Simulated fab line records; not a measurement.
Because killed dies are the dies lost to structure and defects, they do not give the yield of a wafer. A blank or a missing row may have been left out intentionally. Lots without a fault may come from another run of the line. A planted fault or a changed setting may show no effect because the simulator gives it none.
Which tool was responsible? -- flow gf180mcu -- 14 lots, 42 wafers sampled, at 1 step of a route of 602

## WHAT THE GAUGES SHOWED, per wafer
GF_STI_THK_MEAS_02.
lot,measured,on,STI_OXIDATION_THK (nm)
L825,day 1 21:31,film-metro-01,10.21 10.21 10.24
L828,day 2 12:35,film-metro-01,9.96 9.79 10.12
L829,day 2 17:43,film-metro-04,10.16 10.27 10.24
L830,day 2 22:31,film-metro-01,10.44 10.51 10.26
L831,day 3 03:31,film-metro-03,9.97 9.92 10.21
L832,day 3 08:49,film-metro-03,9.93 10.04 10.12
L833,day 3 13:56,film-metro-01,9.77 9.94 9.90
L834,day 3 19:06,film-metro-03,9.92 9.86 9.86
L835,day 3 23:31,film-metro-03,10.01 9.83 9.95
L836,day 4 06:37,film-metro-03,9.78 9.86 9.77
L839,day 4 19:31,film-metro-03,10.06 9.92 10.01
L840,day 5 02:04,film-metro-03,9.87 10.09 9.74
L845,day 6 01:41,film-metro-03,10.07 9.91 9.87
L846,day 6 07:16,film-metro-03,9.98 9.98 9.94

## WHAT TOOL EACH LOT RAN ON (gives the tool, then ch and the chambers of the sampled wafers, and finally the start)
There is no process step in the record ahead of these readings.

## AS READ BY THE TOOLS THEMSELVES (means over the sampled wafers that have a number; for cases with no such wafer, the mark the record gives instead)
The record holds no such reading with a usual standard deviation.

## THE ANSWER, worked out from the rows above alone
Rule: the usual values come from the lots themselves. The widest of any qualifying gaps counts: lots, ordered by their means at a reading, are off when they make up no more than a third of the lots, leave a main group of 4 or more, and stand apart from it by 3 or more times the standard deviation of that group's means. If all means in a main group match to the digits the tables above print for the reading, that group is not used. A lot without any number at a reading at which 4 lots or more have one is off too. The other lots that the step has rows for count as sound. After the gauges, taken in route order, come the tools' own readings; for these a lot's mean is taken, as printed above. The first step at which some lot is off is used, and at that step the reading that is off furthest; a lot without a number counts as furthest.
None of the lots is off at any reading shown; this tells nothing.

## WHAT THE SIMULATOR HAD PUT IN
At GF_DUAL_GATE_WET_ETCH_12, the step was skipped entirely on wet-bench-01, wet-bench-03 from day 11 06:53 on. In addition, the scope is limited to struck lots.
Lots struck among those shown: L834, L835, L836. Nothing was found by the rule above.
